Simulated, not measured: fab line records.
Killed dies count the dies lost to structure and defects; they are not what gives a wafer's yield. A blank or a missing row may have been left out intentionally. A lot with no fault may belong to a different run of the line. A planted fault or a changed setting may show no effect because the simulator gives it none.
A struck lot beside a sound one -- flow sky130 -- 16 out of 708 route steps
Sound: these wafers, L788.1, L788.3, L788.5. Struck: wafer L787.5. (L787.3, L787.6 of the same lot were not struck and are left out.) The cause comes at the end.
Per side, at each step with rows, come the tool, then ch with its chambers, and then its first start. Under that, the readings that differ: sound wafers -- struck wafers -- difference of the means -- sigmas: that difference in standard deviations of wafers without a fault.
alike: words and numbers the same on both sides, and readings whose means are apart by under 2 such deviations; not compared: readings that were withheld, readings missing a value for some wafer, numbers with overlapping values and no deviation given by the record, and bounds like >300 which may hide the same value.
Wherever a step has rows on one side only, a row that says differs or no value, or a row with sigmas, the two part there. Numbers that don't overlap but have no deviation are shown without sigmas and don't part them. A reading that every wafer of one side lacks parts them only if that side has two wafers or more.

first, 3 steps without rows for these wafers: SKY_METAL1_EXPOSE_12 (exposes mask MM1, target cd 140 nm); SKY_METAL1_PEB_13; SKY_METAL1_DEVELOP_14 (develop time 60 s).
SKY_METAL1_CD_MEAS_15: the cd target is 140 nm.
  struck on cd_sem-01, day 37 21:40; sound on cd_sem-01, day 38 02:43
  alike: cd_nm
SKY_METAL1_OVL_MEAS_16:
  struck on overlay-02, day 37 21:46; sound on overlay-01, day 38 02:50
reading,sound,struck,difference,sigmas
METAL1_OVL (nm),8 11 2,-4,-11,-2
SKY_METAL1_DESCUM_17: chemistry O2, time 8 s.
  sound on rie_metal-02 ch 0,1, day 38 02:52; struck on rie_metal-02 ch 0, day 37 21:48
  alike: chamber_pressure_mTorr, drypump_motor_current_A, oes_product_au
  not compared: rf_hours_counter_h
SKY_METAL1_ETCH_18: etches BARC in N2/H2, stops on SiO2, time 45.9 s, target depth 60 nm.
  sound on rie_metal-02 ch 0,1, day 38 02:54; struck on rie_metal-02 ch 0, day 37 21:53
  alike: chamber_pressure_mTorr, drypump_motor_current_A, h2_flow_sccm, oes_product_au, throttle_valve_pct
  not compared: rf_hours_counter_h
SKY_METAL1_METAL_ETCH_19: etches the open film in Cl2/BCl3, stops on SiO2, target depth 360 nm, time 78 s.
  sound on rie_metal-02 ch 0,1, day 38 02:58; struck on rie_metal-02 ch 0, day 37 22:02
reading,sound,struck,difference,sigmas
throttle_valve_pct (%),22.248 22.270 22.265,22.237,-0.024,-3
  alike: chamber_pressure_mTorr, drypump_motor_current_A, oes_product_au
  not compared: rf_hours_counter_h
SKY_METAL1_STRIP_20: strips in O2/N2.
  sound on plasma_asher-01 ch 0, day 38 03:03; struck on plasma_asher-01 ch 0, day 37 22:11
  alike: chamber_pressure_mTorr, drypump_motor_current_A, oes_product_au, strip_time_to_endpoint_s
  not compared: rf_hours_counter_h
then, 3 steps without rows for these wafers: SKY_METAL1_STRIP_21 (strips in post etch residue remover, time 1200 s); SKY_METAL1_CLEAN_22 (cleans in IPA, time 180 s); SKY_METAL1_CLEAN_23 (cleans in O3/DIW).
SKY_VIA1_HDPCVD_00: deposits SiO2, target thk 1030 nm, time 171.7 s.
  sound on hdpcvd-01 ch 1,2, day 38 03:59; struck on hdpcvd-02 ch 0, day 37 22:44
reading,sound,struck,difference,sigmas
model.SiO2_of_VIA1_HDPCVD_00.thk_nm (nm),1035 1037 1030,370.4,-663.6,
SKY_VIA1_THK_MEAS_01:
  struck on film_metro-01, day 37 22:52; sound on film_metro-04, day 38 04:06
reading,sound,struck,difference,sigmas
VIA1_HDPCVD_THK (nm),1036 1037 1030,370,-664,-55
SKY_VIA1_CMP_02: polishes SiO2.
  sound on cmp-02 ch 1,2,3, day 38 04:16; struck on cmp-01 ch 3, day 37 22:58
reading,sound,struck,difference,sigmas
motor_current_A (A),10.6 9.8 12.6,13.8,+2.8,+2
-- the record jumps here: 12 days lie between the struck wafers' starts before and after (it left off in module VIA1 and takes up again in module PAD_OPEN, whose first step shown is number 708 of the route) --
SKY_PAD_OPEN_PROBE_99:
  struck on prober-02, day 49 19:19; sound on prober-01, day 49 23:39
reading,sound,struck,difference,sigmas
model.etest.met2_comb.leak_log10_a_um,-11.97 -12.05 -12.01,-6.898,+5.112,

== WHERE THEY PART ==
First at SKY_METAL1_OVL_MEAS_16; last, within this record, at SKY_VIA1_CMP_02.

WHY: whatever the simulator had introduced
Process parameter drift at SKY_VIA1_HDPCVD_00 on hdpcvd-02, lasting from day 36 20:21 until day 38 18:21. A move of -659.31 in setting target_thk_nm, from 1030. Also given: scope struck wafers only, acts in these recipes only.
